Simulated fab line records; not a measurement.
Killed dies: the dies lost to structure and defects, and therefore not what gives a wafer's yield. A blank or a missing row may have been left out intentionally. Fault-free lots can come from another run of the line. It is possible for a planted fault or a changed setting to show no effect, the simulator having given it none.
Which of the tools did it? ; flow sky130 ; 14 lots, 42 wafers sampled, at 5 steps of a route of 708

## WHAT THE GAUGES SHOWED, per wafer
SKY_VT_ADJUST_HVTR_TW_MEAS_11. Usual: VT_ADJUST_HVTR_TW 213.3, standard deviation 2.3.
lot;measured;on;VT_ADJUST_HVTR_TW;flag
L898;day 9 08:53;film-metro-02;212.6 213.5 213.0;
L899;day 9 14:49;film-metro-03;214.0 211.4 213.0;
L900;day 10 09:31;film-metro-01;215.8 216.3 216.6;
L902;day 11 05:08;film-metro-01;215.2 216.2 217.9;
L903;day 11 14:46;film-metro-02;211.8 210.8 211.8;
L904;day 11 16:09;film-metro-03;211.9 211.5 211.4;
L905;day 11 16:39;film-metro-01;217.0 216.9 217.5;
L906;day 11 21:47;film-metro-03;210.4 211.9 210.4;
L907;day 12 07:01;film-metro-01;217.0 216.2 216.1;
L908;day 12 17:52;film-metro-03;212.2 211.2 211.3;
L909;day 12 19:56;film-metro-03;211.3 210.4 211.4;
L912;day 13 22:23;film-metro-02;212.2 211.8 213.0;
L914;day 14 09:31;film-metro-01;216.7 217.9 217.9;
L915;day 14 13:27;film-metro-02;212.8 214.9 212.3;

SKY_SONOS_TUNNEL_CD_MEAS_07: target cd 410 nm. Usual: cd-nm reads 410.3 nm (standard deviation 2).
lot;measured;on;cd-nm (nm);flag
L898;day 11 06:30;cd-sem-02;412.4 413.9 412.3;
L899;day 11 11:55;cd-sem-02;409.7 408.8 409.1;
L900;day 12 08:22;cd-sem-02;411.3 412.6 412.2;
L902;day 13 06:29;cd-sem-01;411.0 410.9 411.9;
L903;day 13 15:22;cd-sem-01;413.5 411.7 413.3;
L904;day 13 18:29;cd-sem-01;407.8 408.1 407.3;
L905;day 13 19:26;cd-sem-02;412.1 411.7 413.1;
L906;day 13 23:34;cd-sem-02;411.2 411.9 410.6;
L907;day 14 09:00;cd-sem-01;409.6 409.5 410.7;
L908;day 14 21:13;cd-sem-02;409.5 409.0 408.7;
L909;day 14 22:52;cd-sem-02;410.6 410.9 408.4;
L912;day 16 03:37;cd-sem-01;408.1 406.2 408.0;
L914;day 16 16:11;cd-sem-01;409.6 412.3 410.6;
L915;day 16 19:58;cd-sem-01;411.9 409.7 409.7;

SKY_POLY_GATE_THK_MEAS_21. Usual: POLY_GATE_OXIDATION_THK 4.02 nm, standard deviation 0.068.
lot;measured;on;POLY_GATE_OXIDATION_THK (nm);flag
L898;day 16 13:39;film-metro-02;3.94 3.98 4.00;
L899;day 16 19:08;film-metro-01;3.99 3.96 3.89;
L900;day 17 11:41;film-metro-02;4.03 3.98 4.00;
L902;day 18 15:10;film-metro-01;3.94 3.95 3.90;
L903;day 19 03:11;film-metro-01;3.94 3.93 3.98;
L904;day 19 03:11;film-metro-02;4.05 3.94 4.01;
L905;day 19 06:44;film-metro-02;3.99 4.07 4.05;
L906;day 19 15:40;film-metro-01;4.14 4.01 4.01;
L907;day 19 23:31;film-metro-01;3.98 3.93 3.92;
L908;day 20 19:26;film-metro-04;3.95 4.09 4.02;
L909;day 20 17:30;film-metro-02;4.02 3.99 3.94;
L912;day 21 18:43;film-metro-02;4.14 4.11 4.05;
L914;day 22 08:37;film-metro-04;4.08 3.98 3.99;
L915;day 22 17:35;film-metro-02;4.05 3.98 4.04;

SKY_LDD_P_TW_MEAS_11. Usual: LDD_P_TW 645, standard deviation 7.8.
lot;measured;on;LDD_P_TW;flag
L898;day 19 02:31;film-metro-02;642 641 642;
L899;day 19 08:08;film-metro-01;658 657 651;
L900;day 20 02:46;film-metro-01;654 655 652;
L902;day 21 06:58;film-metro-02;640 640 642;
L903;day 21 18:55;film-metro-01;656 657 656;
L904;day 21 17:49;film-metro-01;653 653 657;
L905;day 21 21:27;film-metro-03;640 639 641;
L906;day 22 05:19;film-metro-01;649 651 646;
L907;day 22 14:07;film-metro-03;636 636 635;
L908;day 23 11:07;film-metro-03;791 786 787;OFF
L909;day 23 09:17;film-metro-01;656 656 658;
L912;day 24 08:42;film-metro-03;792 790 790;OFF
L914;day 24 21:34;film-metro-02;647 648 648;
L915;day 25 06:45;film-metro-03;636 639 636;

## TOOL THAT RAN EACH LOT (tool first, then ch and the chambers of the sampled wafers, then the start)
lot;SKY_LDD_P_IMPLANT_09
L898;implanter-04 ch 0, day 19 02:18
L899;implanter-03 ch 0, day 19 07:54
L900;implanter-03 ch 0, day 20 02:31
L902;implanter-04 ch 0, day 21 06:45
L903;implanter-04 ch 0, day 21 18:40
L904;implanter-02 ch 0, day 21 17:34
L905;implanter-04 ch 0, day 21 21:12
L906;implanter-04 ch 0, day 22 05:04
L907;implanter-04 ch 0, day 22 13:54
L908;implanter-03 ch 0, day 23 10:34
L909;implanter-03 ch 0, day 23 09:02
L912;implanter-03 ch 0, day 24 08:08
L914;implanter-04 ch 0, day 24 21:19
L915;implanter-04 ch 0, day 25 06:30
- SKY_LDD_P_IMPLANT_09

## WHAT THE TOOLS THEMSELVES READ (means of the sampled wafers that have a number; where no wafer has one, the mark that the record gives instead)
The record holds no such reading with a usual standard deviation.

## THE ANSWER, worked out from the rows above alone
Rule: a lot counts as off when the mean over its wafers that have a number is more than 3 standard deviations away from the usual mean. A lot without any number at a reading at which 4 lots or more have one is off too. Where the step has rows for the other lots, those lots are counted as sound. After the gauges, taken in route order, come the tools' own readings; for these a lot's mean is taken, as printed above. The first step at which some lot is off is used, and at that step the reading that is off furthest; a lot without a number counts as furthest.
Off: L908, L912, seen at SKY_LDD_P_TW_MEAS_11 (LDD_P_TW).
If a tool, at a process step before that reading, ran all the lots that are off and no sound lot after the first of them, it fits. The gauges at SKY_LDD_P_TW_MEAS_11 are tried like those tools. One fits: implanter-03 at SKY_LDD_P_IMPLANT_09. Its last sound lot is L909 (day 23 09:02), its first lot that is off L908 (day 23 10:34): a fault that began between those two fits.

## WHAT THE SIMULATOR PUT IN
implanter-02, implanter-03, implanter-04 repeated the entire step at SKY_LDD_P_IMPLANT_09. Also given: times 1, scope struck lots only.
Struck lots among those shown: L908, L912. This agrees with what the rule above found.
